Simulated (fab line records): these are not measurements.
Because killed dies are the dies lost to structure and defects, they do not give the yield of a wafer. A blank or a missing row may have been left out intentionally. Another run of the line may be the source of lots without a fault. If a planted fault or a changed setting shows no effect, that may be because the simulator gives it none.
Comparing a struck lot with a sound one :: flow sky130 :: 37 steps out of a route of 708
Sound: wafers L595.3, L595.5, L595.6. Wafers L584.1, L584.5, L584.6 were the ones struck. Last of all comes the cause.
Order at every step that has rows: each side's tool, ch and its chambers, its first start. Under that, the readings that differ: sound wafers :: struck wafers :: difference of the means :: sigmas: that difference in standard deviations of wafers without a fault.
alike: readings with means less than 2 such deviations apart, plus words and numbers identical on both sides. not compared: withheld readings, readings lacking a value on some wafer, bounds such as >300 that could conceal the same value, and numbers that have no deviation in the record and whose values overlap.
A row with sigmas, a row that says differs or no value, or rows on one side alone: a step with any of these is where the two part. Non-overlapping numbers with no deviation appear without sigmas and do not part them. Lack of a reading on every wafer of one side parts them only where that side has two or more wafers.

first, 10 steps without rows for these wafers: SKY_POLY_GATE_DEHYDRATE_05 (time 60 s); SKY_POLY_GATE_HMDS_06 (prime time 60 s); SKY_POLY_GATE_COAT_07 (resist thk 110 nm); SKY_POLY_GATE_COAT_08 (resist thk 450 nm); SKY_POLY_GATE_SOFTBAKE_09 (time 90 s); SKY_POLY_GATE_EXPOSE_10 (exposes mask P1M, target cd 150 nm); SKY_POLY_GATE_PEB_11; SKY_POLY_GATE_DEVELOP_12 (develop time 60 s); SKY_POLY_GATE_ETCH_15 (etches BARC in N2/H2, stops on SiO2, time 118.5 s, target depth 110 nm); SKY_POLY_GATE_ETCH_16 (etches Si3N4 in CH3F/O2, stops on poly-Si, time 147.5 s, target depth 75 nm).
SKY_POLY_GATE_ETCH_17: etches poly-Si in HBr/Cl2, stops on SiO2, target depth 180 nm, time 70.5 s.
  sound on rie-si-02 ch 0,1,2, day 24 17:16; struck on rie-si-02 ch 0,3, day 20 07:31
  alike: chamber-pressure-mTorr, drypump-motor-current-A, oes-product-au, rf-fwd-power-W, throttle-valve-pct
  not compared: rf-hours-counter-h
then, 25 steps without rows for these wafers: SKY_POLY_GATE_STRIP_18 (strips in O2/N2); SKY_POLY_GATE_CLEAN_19 (cleans in SC1/SC2, time 150 s); SKY_POLY_GATE_OXIDATION_20 (stabilise 600 s, purge 300 s, target thk 4 nm); SKY_LDD_N_DEHYDRATE_00 (time 60 s); SKY_LDD_N_HMDS_01 (prime time 60 s); SKY_LDD_N_COAT_02 (resist thk 300 nm); SKY_LDD_N_SOFTBAKE_03 (time 60 s); SKY_LDD_N_EXPOSE_04 (exposes mask NTM, target cd 840 nm); SKY_LDD_N_PEB_05; SKY_LDD_N_DEVELOP_06 (develop time 60 s); SKY_LDD_N_IMPLANT_08; SKY_LDD_N_IMPLANT_09; SKY_LDD_N_IMPLANT_10; SKY_LDD_N_IMPLANT_11; SKY_LDD_N_IMPLANT_12; SKY_LDD_N_IMPLANT_13; SKY_LDD_N_IMPLANT_14; SKY_LDD_N_IMPLANT_15; SKY_LDD_N_STRIP_16 (strips in O2/N2); SKY_LDD_P_DEHYDRATE_00 (time 60 s); SKY_LDD_P_HMDS_01 (prime time 60 s); SKY_LDD_P_COAT_02 (resist thk 1140 nm); SKY_LDD_P_SOFTBAKE_03 (time 60 s); SKY_LDD_P_EXPOSE_04 (exposes mask PSDM, target cd 380 nm); SKY_LDD_P_PEB_05.
-- here the record skips 28 days between the struck wafers' starts before and after, leaving off in module LDD_P and picking up in module PAD_OPEN (first step shown: number 708 of the route) --
SKY_PAD_OPEN_PROBE_99:
  sound: prober-01 at day 50 22:25; struck: prober-01 at day 48 10:37
reading: killed-at-front-end
sound: 15 10 16
struck: 50 47 56
difference: +37
sigmas: +8

reading: killed-dies
sound: 87 78 83
struck: 121 121 132
difference: +42
sigmas: +4
  alike: killed_at_M0_to_M3, killed_at_M4_up, killed-at-contacts, killed-at-other, killed-open, killed-short

== WHERE THEY PART ==
Within this record, at SKY_PAD_OPEN_PROBE_99 only.

WHY: the cause the simulator had injected
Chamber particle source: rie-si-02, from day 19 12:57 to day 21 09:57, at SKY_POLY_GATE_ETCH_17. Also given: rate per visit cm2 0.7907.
